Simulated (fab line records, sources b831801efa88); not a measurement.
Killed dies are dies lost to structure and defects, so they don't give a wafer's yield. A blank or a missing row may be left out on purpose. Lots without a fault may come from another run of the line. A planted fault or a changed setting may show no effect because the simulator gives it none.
fab line records | flow gf180mcu
record lots=5 wafers=15 last_day=34
route steps=602 shown V2@390 M3@409
lots that met no fault: from a run of the same line without faults
start_h: hours from the record's first day to the start of the lot's first wafer shown | wait_h: hours since the lot's step before | " the same as in the row above | L1.1+2: a row that stands for several wafers | - no value, or no start given | * or withheld: withheld | < > ~ a bound
route shown NAME@n: a module of which the file shows steps, and the number in the route of the first | usual: mean/standard deviation of fault-free wafers | same: alike in all rows | chamber/n: place in a boat | sites: the reading at each site | _std_site: their standard deviation | _edge_site: outer sites' mean less inner sites' | radius_mm: how far each site lies from the wafer's centre | mask NAME#n: copy n | behind: the tool/chamber that last shaped the wafer | hold: why the lot was held/for how many hours/how that ended | device: the transistor (n, p or np) that didn't switch | end of line: the same wafers' tests at the end of the route | a step without rows: its recipe alone | killed: dies lost to structure and defects at the first sort, not the wafer's yield | map: a wafer's dies, x killed, . not, _ none there
set.NAME: the setting as run; set.NAME@STEP: as run at that earlier step | model.NAME: the simulator's own value behind a step, which no gauge read
lots at some steps of the route; a table a step, a row a wafer
services: from which hour (start_h, from the record's first day; less than 0 if before it) a tool's chamber was out of use, for how many hours, and why
## steps
# step GF_V2_COAT_08
# recipe resist=BARC temp_c=withheld time_s=withheld spin_rpm=withheld resist_thk_nm=withheld
# columns lot.wafer tool chamber start_h wait_h
L075.1+3+6 litho_track-04 0 455.89 0.1
L077.2+4+6 litho_track-01 0 477.02 0.1
L083.1+4+6 litho_track-01 0 536.85 0.1
L086.1+4+6 litho_track-04 0 553.59 0.1
L096.4+5+6 litho_track-01 0 634.32 0.1
# step GF_V2_COAT_09
# recipe resist=KrF spin_rpm=withheld resist_thk_nm=1000
# columns lot.wafer tool chamber start_h wait_h
L075.1+3+6 litho_track-04 0 - -
L077.2+4+6 litho_track-01 0 - -
L083.1+4+6 litho_track-01 0 - -
L086.1+4+6 litho_track-04 0 - -
L096.4+5+6 litho_track-01 0 - -
# step GF_V2_SOFTBAKE_10
# recipe temp_c=130 time_s=60 resist=KrF
# usual plate_temp_C=130.02/0.15
# columns lot.wafer tool chamber start_h wait_h plate_temp_C
L075.1 litho_track-04 0 - - 130.06
L075.3 " 0 " " 129.96
L075.6 " 0 " " 129.97
L077.2 litho_track-01 0 - - 130.18
L077.4 " 0 " " 130.04
L077.6 " 0 " " 130.06
L083.1 litho_track-01 0 - - 129.73
L083.4 " 0 " " 129.94
L083.6 " 0 " " 129.83
L086.1 litho_track-04 0 - - 130.05
L086.4 " 0 " " 129.85
L086.6 " 0 " " 129.95
L096.4 litho_track-01 0 - - 129.97
L096.5 " 0 " " 130.03
L096.6 " 0 " " 129.96
# step GF_V2_EXPOSE_11
# recipe mask_id=Via2 target_cd_nm=260 na=0.68 source_shape=conventional sigma_outer=0.6 dose_mj=38
# columns lot.wafer tool chamber start_h wait_h mask
L075.1+3+6 krf_scanner-01 0 - - Via2#0
L077.2+4+6 krf_scanner-01 0 - - Via2#0
L083.1+4+6 krf_scanner-01 0 - - Via2#0
L086.1+4+6 krf_scanner-02 0 - - Via2#0
L096.4+5+6 krf_scanner-01 0 - - Via2#0
# step GF_V2_PEB_12
# recipe peb_temp_c=134.2 peb_time_s=90 resist=KrF
# usual plate_temp_C=134.22/0.16
# columns lot.wafer tool chamber start_h wait_h plate_temp_C
L075.1 litho_track-02 0 - - 134.04
L075.3 " 0 " " 134.11
L075.6 " 0 " " 134.32
L077.2 litho_track-01 0 - - 134.43
L077.4 " 0 " " 134.29
L077.6 " 0 " " 134.48
L083.1 litho_track-02 0 - - 134.30
L083.4 " 0 " " 134.15
L083.6 " 0 " " 133.92
L086.1 litho_track-01 0 - - 134.27
L086.4 " 0 " " 134.17
L086.6 " 0 " " 133.98
L096.4 litho_track-01 0 - - 134.25
L096.5 " 0 " " 134.11
L096.6 " 0 " " 134.19
# step GF_V2_DEVELOP_13
# recipe develop_time_s=60 resist=KrF dev_temp_c=21
# columns lot.wafer tool chamber start_h wait_h
L075.1+3+6 litho_track-02 0 468.27 0.2
L077.2+4+6 litho_track-01 0 488.87 0.2
L083.1+4+6 litho_track-02 0 547.72 0.2
L086.1+4+6 litho_track-01 0 565.30 0.2
L096.4+5+6 litho_track-01 0 643.22 0.1
# step GF_V2_CD_MEAS_14
# recipe target_cd_nm=260
# usual cd_nm=260.2/1.4
# columns lot.wafer tool chamber start_h wait_h cd_nm
L075.1 cd_sem-02 - 468.42 0.1 262.5
L075.3 " - " " 261.5
L075.6 " - " " 261.8
L077.2 cd_sem-02 - 489.02 0.1 262.8
L077.4 " - " " 260.7
L077.6 " - " " 261.3
L083.1 cd_sem-02 - 547.87 0.1 259.8
L083.4 " - " " 260.2
L083.6 " - " " 259.8
L086.1 cd_sem-01 - 565.45 0.1 259.7
L086.4 " - " " 260.3
L086.6 " - " " 261.3
L096.4 cd_sem-02 - 643.35 0.1 260.3
L096.5 " - " " 259.3
L096.6 " - " " 260.2
# step GF_V2_OVL_MEAS_15
# usual V2_OVL=5/6.9
# columns lot.wafer tool chamber start_h wait_h V2_OVL[nm]
L075.1 overlay-02 - 468.54 0.1 6
L075.3 " - " " 14
L075.6 " - " " 4
L077.2 overlay-01 - 489.12 0.1 11
L077.4 " - " " 7
L077.6 " - " " 10
L083.1 overlay-02 - 547.99 0.1 -4
L083.4 " - " " -1
L083.6 " - " " 1
L086.1 overlay-01 - 565.57 0.1 13
L086.4 " - " " 11
L086.6 " - " " 11
L096.4 overlay-01 - 643.43 0.1 0
L096.5 " - " " -3
L096.6 " - " " 2
# step GF_V2_ETCH_16
# recipe chemistry=N2/H2 target_depth_a=withheld overetch_a=withheld time_s=withheld target=BARC ion_energy_ev=200 source_w=500 bias_w=100 pressure_mtorr=30 n2_flow_sccm=100 h2_flow_sccm=200
# usual drypump_motor_current_A=5.5/0.47 oes_product_au=0.855/0.0053 throttle_valve_pct=13.226/0.0093
# columns lot.wafer tool chamber start_h wait_h drypump_motor_current_A oes_product_au throttle_valve_pct
L075.1 rie_diel-04 2 468.58 0.0 6.0 0.849 13.223
L075.3 " 0 " " 5.6 0.847 13.225
L075.6 " 2 " " 6.0 0.856 13.222
L077.2 rie_diel-02 0 489.15 0.0 5.0 0.850 13.217
L077.4 " 1 " " 5.9 0.857 13.221
L077.6 " 1 " " 5.9 0.863 13.214
L083.1 rie_diel-04 1 548.03 0.0 5.9 0.856 13.238
L083.4 " 2 " " 6.1 0.863 13.216
L083.6 " 1 " " 6.0 0.863 13.215
L086.1 rie_diel-02 0 565.60 0.0 5.1 0.862 13.230
L086.4 " 1 " " 5.9 0.859 13.217
L086.6 " 2 " " 4.8 0.849 13.231
L096.4 rie_diel-01 3 643.47 0.0 5.7 0.853 13.231
L096.5 " 0 " " 4.9 0.854 13.236
L096.6 " 2 " " 5.8 0.853 13.236
# step GF_V2_ETCH_17
# recipe chemistry=C4F8/O2/Ar mask_material=KrF target=SiO2 stop_on=TiN source_w=1500 bias_w=1200 pressure_mtorr=40 c4f8_flow_sccm=withheld O2_flow_sccm=6 Ar_flow_sccm=300 time_s=withheld target_depth_a=6300
# usual oes_product_au=0.855/0.0045
# columns lot.wafer tool chamber start_h wait_h oes_product_au
L075.1 rie_diel-04 2 - - 0.863
L075.3 " 0 " " 0.856
L075.6 " 2 " " 0.865
L077.2 rie_diel-02 0 - - 0.855
L077.4 " 1 " " 0.851
L077.6 " 1 " " 0.852
L083.1 rie_diel-04 1 - - 0.856
L083.4 " 2 " " 0.854
L083.6 " 1 " " 0.857
L086.1 rie_diel-02 0 - - 0.854
L086.4 " 1 " " 0.858
L086.6 " 2 " " 0.857
L096.4 rie_diel-01 3 - - 0.856
L096.5 " 0 " " 0.863
L096.6 " 2 " " 0.852
# step GF_V2_STRIP_18
# recipe chemistry=O2/N2 power_w=1400 pressure_mtorr=1500 platen_temp_c=250 o2_flow_sccm=3000 n2_flow_sccm=300 overash_fraction=0.5
# usual drypump_motor_current_A=5.6/0.35 heater_power_w=342/21 oes_product_au=0.593/0.0043
# columns lot.wafer tool chamber start_h wait_h drypump_motor_current_A heater_power_w oes_product_au rf_hours_counter_h
L075.1 plasma_asher-02 1 468.71 - 5.1 336 0.594 80
L075.3 " 1 " " 5.1 340 0.595 -
L075.6 " 0 " " 5.9 347 0.599 -
L077.2 plasma_asher-01 0 489.28 - 5.3 308 0.597 6
L077.4 " 0 " " 5.3 302 0.599 -
L077.6 " 0 " " 5.3 309 0.604 -
L083.1 plasma_asher-03 1 548.15 - 5.9 377 0.596 47
L083.4 " 0 " " 5.5 323 0.597 -
L083.6 " 0 " " 5.5 334 0.593 -
L086.1 plasma_asher-02 1 565.73 - 5.1 334 0.595 91
L086.4 " 0 " " 5.9 354 0.582 -
L086.6 " 0 " " 5.9 355 0.591 -
L096.4 plasma_asher-02 0 643.61 - 5.9 356 0.599 -
L096.5 " 1 " " 5.1 340 0.586 -
L096.6 " 0 " " 6.0 357 0.594 -
# step GF_V2_STRIP_19
# recipe chemistry=post_etch_residue_remover time_s=1200 temp_c=72.5
# columns lot.wafer tool chamber start_h wait_h
L075.1+3+6 wet_bench-01 2 468.81 0.1
L077.2+4+6 wet_bench-03 0 489.38 0.1
L083.1+4+6 wet_bench-03 2 548.25 0.1
L086.1+4+6 wet_bench-01 2 565.83 0.1
L096.4+5+6 wet_bench-03 1 643.68 0.0
# step GF_V2_CLEAN_20
# recipe chemistry=DIW dry=n2_spin
# columns lot.wafer tool chamber start_h wait_h
L075.1+3+6 wet_bench-02 3 469.18 0.0
L077.2+4+6 wet_bench-02 2 489.75 0.0
L083.1+4+6 wet_bench-01 2 548.60 0.0
L086.1+4+6 wet_bench-03 3 566.58 0.0
L096.4+5+6 wet_bench-03 1 644.02 0.0
# step GF_V2_SPUTTER_21
# recipe material=Ti target_thk_nm=15 chamber_pressure_pa=5 power_w=2500 substrate_temp_c=200 time_s=80.02
# usual substrate_temp_c=200.00/0.17 throttle_valve_pct=29.6/1
# columns lot.wafer tool chamber start_h wait_h substrate_temp_c throttle_valve_pct
L075.1 pvd_sputter-03 - 469.28 0.0 199.68 28.5
L075.3 " - " " 200.01 29.8
L075.6 " - " " 199.71 28.5
L077.2 pvd_sputter-02 - 489.85 0.0 199.88 29.6
L077.4 " - " " 199.92 30.5
L077.6 " - " " 200.10 31.5
L083.1 pvd_sputter-04 - 548.69 0.0 200.24 28.5
L083.4 " - " " 199.91 31.0
L083.6 " - " " 199.97 29.2
L086.1 pvd_sputter-03 - 566.68 0.0 199.91 29.8
L086.4 " - " " 200.12 28.3
L086.6 " - " " 199.89 30.1
L096.4 pvd_sputter-03 - 644.11 0.0 199.83 28.7
L096.5 " - " " 200.24 28.5
L096.6 " - " " 200.09 28.7
# step GF_V2_SPUTTER_22
# recipe material=TiN target_thk_nm=10 chamber_pressure_pa=5 power_w=4000 time_s=40
# usual throttle_valve_pct=29.6/1
# columns lot.wafer tool chamber start_h wait_h throttle_valve_pct
L075.1 pvd_sputter-03 - 469.34 0.0 28.7
L075.3 " - " " 29.9
L075.6 " - " " 28.5
L077.2 pvd_sputter-02 - 489.91 0.0 29.7
L077.4 " - " " 30.5
L077.6 " - " " 31.4
L083.1 pvd_sputter-04 - 548.75 0.0 28.4
L083.4 " - " " 30.9
L083.6 " - " " 29.1
L086.1 pvd_sputter-03 - 566.74 0.0 29.9
L086.4 " - " " 28.4
L086.6 " - " " 30.6
L096.4 pvd_sputter-03 - 644.17 0.0 28.5
L096.5 " - " " 28.6
L096.6 " - " " 28.8
# step GF_V2_CVD_23
# recipe material=W target_thk_nm=350 time_s=104.94 temp_c=400 pressure_torr=40
# usual chamber_pressure_Torr=39.99/0.094 heater_power_w=751/56
# columns lot.wafer tool chamber start_h wait_h chamber_pressure_Torr heater_power_w
L075.1 cvd_w-01 1 469.38 0.0 40.03 835
L075.3 " 1 " " 40.03 862
L075.6 " 1 " " 39.92 839
L077.2 cvd_w-01 1 489.95 0.0 40.09 831
L077.4 " 0 " " 39.93 745
L077.6 " 1 " " 40.07 846
L083.1 cvd_w-02 1 548.79 0.0 40.01 724
L083.4 " 0 " " 40.13 701
L083.6 " 0 " " 40.04 716
L086.1 cvd_w-01 1 566.78 0.0 39.94 861
L086.4 " 0 " " 39.95 753
L086.6 " 1 " " 39.95 848
L096.4 cvd_w-01 0 644.25 0.1 39.87 765
L096.5 " 1 " " 39.90 876
L096.6 " 0 " " 40.00 756
# step GF_V2_RS_MEAS_24
# recipe thk_meas_gauge=four-point-probe reads=W_of_V2_CVD_23+TiN_of_V2_SPUTTER_22+Ti_of_V2_SPUTTER_21
# usual V2_W_RS=0.327/0.0037
# columns lot.wafer tool chamber start_h wait_h V2_W_RS[ohm/sq]
L075.1 film_metro-01 - 469.49 0.1 0.319
L075.3 " - " " 0.319
L075.6 " - " " 0.325
L077.2 film_metro-01 - 490.13 0.1 0.327
L077.4 " - " " 0.325
L077.6 " - " " 0.325
L083.1 film_metro-03 - 548.90 0.1 0.328
L083.4 " - " " 0.322
L083.6 " - " " 0.331
L086.1 film_metro-03 - 566.89 0.1 0.326
L086.4 " - " " 0.333
L086.6 " - " " 0.328
L096.4 film_metro-01 - 644.39 0.1 0.327
L096.5 " - " " 0.329
L096.6 " - " " 0.329
# step GF_V2_THK_MEAS_25
# recipe thk_meas_gauge=xrf reads=W_of_V2_CVD_23
# usual V2_W_THK=365/4.8
# columns lot.wafer tool chamber start_h wait_h V2_W_THK[nm]
L075.1 film_metro-01 - 469.61 0.1 375
L075.3 " - " " 375
L075.6 " - " " 368
L077.2 film_metro-01 - 490.24 0.1 362
L077.4 " - " " 367
L077.6 " - " " 368
L083.1 film_metro-03 - 549.02 0.1 364
L083.4 " - " " 374
L083.6 " - " " 362
L086.1 film_metro-03 - 567.01 0.1 367
L086.4 " - " " 359
L086.6 " - " " 362
L096.4 film_metro-01 - 644.48 0.1 365
L096.5 " - " " 359
L096.6 " - " " 360
# step GF_V2_CMP_26
# recipe stop_on=SiO2 down_force_psi=3.5 platen_rpm=60 t_overpolish_s=15 target_thk_nm=0 pad_velocity_m_s=0.94248
# usual edge_zone_pressure_frac=1.000/0.0051 motor_current_A=10.6/0.7 overpolish_run_s=15.000/0.0095 platen_rpm=59.99/0.044 slurry_filter_dp_kPa=13.50/0.13 time_to_endpoint_s=85/3.4
# columns lot.wafer tool chamber start_h wait_h edge_zone_pressure_frac motor_current_A overpolish_run_s platen_rpm slurry_filter_dp_kPa time_to_endpoint_s
L075.1 cmp-02 3 469.67 0.1 0.995 10.2 15.009 59.96 13.54 90
L075.3 " 1 " " 0.998 10.1 15.008 59.95 13.30 84
L075.6 " 0 " " 1.001 10.6 15.000 60.07 13.39 81
L077.4 cmp-01 0 490.39 0.1 0.993 10.2 14.989 59.98 13.56 83
L077.2 " 1 " " 0.995 11.6 15.028 60.00 13.17 81
L077.6 " 3 " " 1.011 11.7 14.989 60.00 13.26 81
L083.4 cmp-01 2 549.13 0.1 0.995 11.0 14.995 60.01 13.28 88
L083.1 " 3 " " 1.004 11.4 14.997 60.01 13.63 85
L083.6 " 1 " " 1.002 10.9 14.989 59.93 13.62 89
L086.1 cmp-02 0 567.12 0.1 1.002 10.0 15.004 59.98 13.64 83
L086.4 " 2 " " 0.993 10.6 15.005 60.12 13.40 83
L086.6 " 0 " " 1.001 10.5 15.000 60.01 13.53 83
L096.4 cmp-02 2 644.56 0.1 0.997 11.2 15.008 60.04 13.63 86
L096.6 " 1 " " 0.998 9.3 14.997 60.00 13.38 81
L096.5 " 2 " " 0.997 11.4 15.002 59.98 13.42 90
# step GF_M3_SPUTTER_00
# recipe material=Ti target_thk_nm=37.5 arriving_ion_energy_ev=80 substrate_temp_c=200 chamber_pressure_pa=2 power_w=4000 time_s=150
# usual substrate_temp_c=199.99/0.14 throttle_valve_pct=30.0/1.1
# columns lot.wafer tool chamber start_h wait_h substrate_temp_c throttle_valve_pct
L075.1 pvd_sputter-01 - 469.97 0.2 199.88 29.4
L075.3 " - " " 200.01 31.8
L075.6 " - " " 199.93 29.9
L077.2 pvd_sputter-03 - 490.59 0.1 199.98 29.7
L077.4 " - " " 199.91 28.6
L077.6 " - " " 200.20 28.2
L083.1 pvd_sputter-03 - 549.38 0.1 200.03 28.6
L083.4 " - " " 200.01 30.6
L083.6 " - " " 200.03 30.5
L086.1 pvd_sputter-03 - 567.37 0.2 199.96 28.3
L086.4 " - " " 199.93 30.6
L086.6 " - " " 199.96 30.5
L096.4 pvd_sputter-01 - 644.81 0.2 199.72 29.1
L096.5 " - " " 199.88 32.1
L096.6 " - " " 199.75 31.5
# step GF_M3_SPUTTER_01
# recipe material=TiN target_thk_nm=30 power_w=6500 time_s=25.44 chamber_pressure_pa=0.4
# usual throttle_valve_pct=30.0/1.1
# columns lot.wafer tool chamber start_h wait_h throttle_valve_pct
L075.1 pvd_sputter-01 - 470.07 0.1 29.6
L075.3 " - " " 31.7
L075.6 " - " " 29.7
L077.2 pvd_sputter-03 - 490.69 0.1 29.9
L077.4 " - " " 28.6
L077.6 " - " " 28.3
L083.1 pvd_sputter-03 - 549.48 0.1 28.7
L083.4 " - " " 30.4
L083.6 " - " " 30.3
L086.1 pvd_sputter-03 - 567.47 0.1 28.1
L086.4 " - " " 30.3
L086.6 " - " " 30.4
L096.4 pvd_sputter-01 - 644.91 0.1 29.2
L096.5 " - " " 31.9
L096.6 " - " " 31.4
# step GF_M3_SPUTTER_02
# recipe material=AlCu target_thk_nm=450 power_w=10600 time_s=23.9 chamber_pressure_pa=0.4
# usual throttle_valve_pct=29.9/1.1
# columns lot.wafer tool chamber start_h wait_h throttle_valve_pct
L075.1 pvd_sputter-01 - 470.10 0.0 29.8
L075.3 " - " " 31.9
L075.6 " - " " 29.6
L077.2 pvd_sputter-03 - 490.72 0.0 29.7
L077.4 " - " " 28.3
L077.6 " - " " 28.6
L083.1 pvd_sputter-03 - 549.51 0.0 28.3
L083.4 " - " " 30.4
L083.6 " - " " 30.9
L086.1 pvd_sputter-03 - 567.50 0.0 28.4
L086.4 " - " " 30.3
L086.6 " - " " 30.2
L096.4 pvd_sputter-01 - 644.94 0.0 29.3
L096.5 " - " " 31.9
L096.6 " - " " 31.4
# step GF_M3_SPUTTER_03
# recipe material=Ti target_thk_nm=10 substrate_temp_c=300 chamber_pressure_pa=0.3 power_w=3000 time_s=6.7
# usual substrate_temp_c=299.97/0.2 throttle_valve_pct=30.0/1.1
# columns lot.wafer tool chamber start_h wait_h substrate_temp_c throttle_valve_pct
L075.1 pvd_sputter-01 - 470.13 0.0 300.19 29.9
L075.3 " - " " 299.83 31.9
L075.6 " - " " 300.03 29.3
L077.2 pvd_sputter-03 - 490.75 0.0 300.15 29.8
L077.4 " - " " 299.91 28.5
L077.6 " - " " 299.99 28.5
L083.1 pvd_sputter-03 - 549.54 0.0 299.91 28.4
L083.4 " - " " 300.00 30.4
L083.6 " - " " 300.19 30.3
L086.1 pvd_sputter-03 - 567.53 0.0 299.90 28.7
L086.4 " - " " 299.70 30.1
L086.6 " - " " 299.92 30.3
L096.4 pvd_sputter-01 - 644.97 0.0 299.90 29.2
L096.5 " - " " 300.16 31.8
L096.6 " - " " 300.27 31.7
# step GF_M3_SPUTTER_04
# recipe material=TiN target_thk_nm=50 power_w=6500 time_s=41.7 chamber_pressure_pa=0.4
# usual throttle_valve_pct=30.0/1.1
# columns lot.wafer tool chamber start_h wait_h throttle_valve_pct
L075.1 pvd_sputter-01 - 470.15 0.0 29.6
L075.3 " - " " 32.1
L075.6 " - " " 29.6
L077.2 pvd_sputter-03 - 490.77 0.0 29.7
L077.4 " - " " 28.4
L077.6 " - " " 28.3
L083.1 pvd_sputter-03 - 549.56 0.0 28.6
L083.4 " - " " 30.5
L083.6 " - " " 30.4
L086.1 pvd_sputter-03 - 567.55 0.0 28.5
L086.4 " - " " 30.4
L086.6 " - " " 30.4
L096.4 pvd_sputter-01 - 644.99 0.0 29.1
L096.5 " - " " 31.7
L096.6 " - " " 31.4
# step GF_M3_RS_MEAS_05
# recipe thk_meas_gauge=four-point-probe reads=TiN_of_M3_SPUTTER_04+Ti_of_M3_SPUTTER_03+AlCu_of_M3_SPUTTER_02+TiN_of_M3_SPUTTER_01+Ti_of_M3_SPUTTER_00
# usual M3_ALCU_RS=0.0693/0.00071
# columns lot.wafer tool chamber start_h wait_h M3_ALCU_RS[ohm/sq]
L075.1 film_metro-04 - 470.19 0.0 0.0684
L075.3 " - " " 0.0690
L075.6 " - " " 0.0691
L077.2 film_metro-04 - 490.83 0.0 0.0692
L077.4 " - " " 0.0702
L077.6 " - " " 0.0691
L083.1 film_metro-04 - 549.60 0.0 0.0690
L083.4 " - " " 0.0682
L083.6 " - " " 0.0690
L086.1 film_metro-04 - 567.59 0.0 0.0697
L086.4 " - " " 0.0687
L086.6 " - " " 0.0694
L096.4 film_metro-02 - 645.09 0.1 0.0693
L096.5 " - " " 0.0689
L096.6 " - " " 0.0692
# step GF_M3_THK_MEAS_06
# recipe thk_meas_gauge=xrf reads=AlCu_of_M3_SPUTTER_02
# usual M3_ALCU_THK=444/5.2
# columns lot.wafer tool chamber start_h wait_h M3_ALCU_THK[nm]
L075.1 film_metro-04 - 470.31 0.1 450
L075.3 " - " " 445
L075.6 " - " " 444
L077.2 film_metro-04 - 490.94 0.1 443
L077.4 " - " " 435
L077.6 " - " " 445
L083.1 film_metro-04 - 549.72 0.1 446
L083.4 " - " " 451
L083.6 " - " " 448
L086.1 film_metro-04 - 567.71 0.1 440
L086.4 " - " " 448
L086.6 " - " " 442
L096.4 film_metro-02 - 645.18 0.1 441
L096.5 " - " " 441
L096.6 " - " " 444
# step GF_M3_DEHYDRATE_07
# recipe temp_c=200 time_s=60
# usual plate_temp_C=200.02/0.18
# columns lot.wafer tool chamber start_h wait_h plate_temp_C
L075.1 litho_track-01 0 482.10 11.8 200.15
L075.3 " 0 " " 199.78
L075.6 " 0 " " 200.06
L077.2 litho_track-01 0 502.22 11.3 199.73
L077.4 " 0 " " 199.82
L077.6 " 0 " " 199.91
L083.1 litho_track-02 0 560.97 11.2 199.85
L083.4 " 0 " " 200.00
L083.6 " 0 " " 200.03
L086.1 litho_track-01 0 577.80 10.1 199.78
L086.4 " 0 " " 200.00
L086.6 " 0 " " 199.95
L096.4 litho_track-03 0 655.44 10.2 200.06
L096.5 " 0 " " 200.08
L096.6 " 0 " " 200.11
# step GF_M3_HMDS_08
# recipe prime_time_s=60 prime_temp_c=120
# columns lot.wafer tool chamber start_h wait_h
L075.1+3+6 litho_track-01 0 482.25 0.1
L077.2+4+6 litho_track-01 0 502.37 0.1
L083.1+4+6 litho_track-02 0 561.12 0.1
L086.1+4+6 litho_track-01 0 577.95 0.1
L096.4+5+6 litho_track-03 0 655.59 0.1
# step GF_M3_COAT_09
# recipe resist=KrF spin_rpm=withheld resist_thk_nm=1000
# columns lot.wafer tool chamber start_h wait_h
L075.1+3+6 litho_track-01 0 482.40 0.1
L077.2+4+6 litho_track-01 0 502.52 0.1
L083.1+4+6 litho_track-02 0 561.27 0.1
L086.1+4+6 litho_track-01 0 578.10 0.1
L096.4+5+6 litho_track-03 0 655.74 0.1
# step GF_M3_SOFTBAKE_10
# recipe temp_c=130 time_s=60 resist=KrF
# usual plate_temp_C=130.02/0.16
# columns lot.wafer tool chamber start_h wait_h plate_temp_C
L075.1 litho_track-01 0 482.55 0.1 129.92
L075.3 " 0 " " 130.09
L075.6 " 0 " " 129.95
L077.2 litho_track-01 0 502.67 0.1 129.81
L077.4 " 0 " " 129.96
L077.6 " 0 " " 130.19
L083.1 litho_track-02 0 561.42 0.1 129.83
L083.4 " 0 " " 130.12
L083.6 " 0 " " 130.01
L086.1 litho_track-01 0 578.25 0.1 130.26
L086.4 " 0 " " 130.23
L086.6 " 0 " " 130.02
L096.4 litho_track-03 0 655.89 0.1 129.94
L096.5 " 0 " " 130.06
L096.6 " 0 " " 130.08
# step GF_M3_EXPOSE_11
# recipe mask_id=Metal3 target_cd_nm=280 na=0.68 source_shape=conventional sigma_outer=0.6 dose_mj=28
# columns lot.wafer tool chamber start_h wait_h mask
L075.1+3+6 krf_scanner-01 0 - - Metal3#0
L077.2+4+6 krf_scanner-01 0 - - Metal3#0
L083.1+4+6 krf_scanner-02 0 - - Metal3#0
L086.1+4+6 krf_scanner-01 0 - - Metal3#0
L096.4+5+6 krf_scanner-02 0 - - Metal3#0
# step GF_M3_PEB_12
# recipe peb_temp_c=135 peb_time_s=90 resist=KrF
# usual plate_temp_C=135.02/0.13
# columns lot.wafer tool chamber start_h wait_h plate_temp_C
L075.1 litho_track-01 0 - - 134.99
L075.3 " 0 " " 135.06
L075.6 " 0 " " 134.86
L077.2 litho_track-03 0 - - 135.00
L077.4 " 0 " " 134.95
L077.6 " 0 " " 135.12
L083.1 litho_track-01 0 - - 134.93
L083.4 " 0 " " 135.03
L083.6 " 0 " " 134.81
L086.1 litho_track-02 0 - - 134.91
L086.4 " 0 " " 134.79
L086.6 " 0 " " 135.14
L096.4 litho_track-02 0 - - 135.07
L096.5 " 0 " " 135.06
L096.6 " 0 " " 134.96
# step GF_M3_DEVELOP_13
# recipe develop_time_s=60 dev_temp_c=21
# columns lot.wafer tool chamber start_h wait_h
L075.1+3+6 litho_track-01 0 494.40 0.2
L077.2+4+6 litho_track-03 0 514.34 0.2
L083.1+4+6 litho_track-01 0 571.95 0.2
L086.1+4+6 litho_track-02 0 588.92 0.2
L096.4+5+6 litho_track-02 0 664.74 0.1
# step GF_M3_CD_MEAS_14
# recipe target_cd_nm=280
# usual cd_nm=280.1/1.1
# columns lot.wafer tool chamber start_h wait_h cd_nm
L075.1 cd_sem-02 - 494.55 0.1 281.0
L075.3 " - " " 281.6
L075.6 " - " " 280.6
L077.2 cd_sem-02 - 514.48 0.1 280.4
L077.4 " - " " 281.5
L077.6 " - " " 281.9
L083.1 cd_sem-02 - 572.10 0.1 277.9
L083.4 " - " " 279.0
L083.6 " - " " 279.8
L086.1 cd_sem-01 - 589.07 0.1 281.1
L086.4 " - " " 281.7
L086.6 " - " " 282.4
L096.4 cd_sem-01 - 664.88 0.1 280.2
L096.5 " - " " 280.6
L096.6 " - " " 279.4
# step GF_M3_OVL_MEAS_15
# usual M3_OVL=-4/6.2
# columns lot.wafer tool chamber start_h wait_h M3_OVL[nm]
L075.1 overlay-01 - 494.67 0.1 -3
L075.3 " - " " -6
L075.6 " - " " -3
L077.2 overlay-02 - 514.59 0.1 -3
L077.4 " - " " -16
L077.6 " - " " -3
L083.1 overlay-01 - 572.22 0.1 -4
L083.4 " - " " -5
L083.6 " - " " 0
L086.1 overlay-01 - 589.19 0.1 -3
L086.4 " - " " -9
L086.6 " - " " -11
L096.4 overlay-01 - 664.96 0.1 3
L096.5 " - " " -4
L096.6 " - " " 0
# step GF_M3_METAL_ETCH_16
# recipe chemistry=Cl2/BCl3 mask_material=KrF target_depth_nm=627.5 stop_on=SiO2 pressure_mtorr=8 icp_w=800 bias_w=140 Cl2_flow_sccm=80 bcl3_flow_sccm=40 time_s=104.6
# usual drypump_motor_current_A=5.8/0.6 oes_product_au=0.975/0.0063 throttle_valve_pct=28.247/0.011
# columns lot.wafer tool chamber start_h wait_h drypump_motor_current_A oes_product_au rf_hours_counter_h throttle_valve_pct
L075.1 rie_metal-03 1 494.70 0.0 5.7 0.985 5 28.270
L075.3 " 0 " " 5.4 0.986 - 28.249
L075.6 " 1 " " 5.8 0.982 - 28.242
L077.2 rie_metal-03 1 514.62 0.0 5.7 0.980 6 28.268
L077.4 " 0 " " 5.4 0.967 - 28.246
L077.6 " 1 " " 5.7 0.972 - 28.238
L083.1 rie_metal-03 0 572.25 0.0 5.4 0.972 13 28.254
L083.4 " 1 " " 5.7 0.982 - 28.220
L083.6 " 1 " " 5.7 0.977 - 28.240
L086.1 rie_metal-04 0 589.23 0.0 5.9 0.968 0 28.242
L086.4 " 1 " " 6.4 0.979 - 28.251
L086.6 " 1 " " 6.4 0.972 - 28.242
L096.4 rie_metal-04 0 665.01 0.0 5.9 0.973 - 28.246
L096.5 " 1 " " 6.3 0.980 - 28.257
L096.6 " 0 " " 5.8 0.975 - 28.257
## services
# columns tool chamber start_h hours kind
wet_bench-01 - 433.53 7.5 repair
rie_diel-02 2 437.04 6.2 repair
rie_diel-02 1 449.99 3.8 repair
rie_diel-02 0 461.86 3.9 repair
krf_scanner-01 - 469.26 0.8 pm
rie_diel-02 1 472.42 2.7 repair
cmp-02 - 504.56 4.4 repair
krf_scanner-01 - 520.01 1.0 pm
rie_diel-02 0 534.86 4.5 repair
krf_scanner-02 - 544.91 0.8 pm
krf_scanner-02 - 549.86 3.6 pm
rie_diel-04 3 554.88 9.7 repair
krf_scanner-02 - 558.84 1.0 pm
wet_bench-03 - 560.62 1.9 pm
krf_scanner-01 - 564.01 0.3 repair
krf_scanner-01 - 582.96 1.3 pm
rie_diel-04 - 590.64 14.6 pm
krf_scanner-01 - 593.59 0.4 repair
krf_scanner-01 - 609.76 0.8 pm
rie_diel-04 2 634.92 21.5 repair
pvd_sputter-03 - 647.56 3.6 repair
cvd_w-01 0 657.37 3.0 repair
krf_scanner-01 - 660.12 1.0 pm
rie_diel-02 3 662.61 6.3 repair
## key
fault none
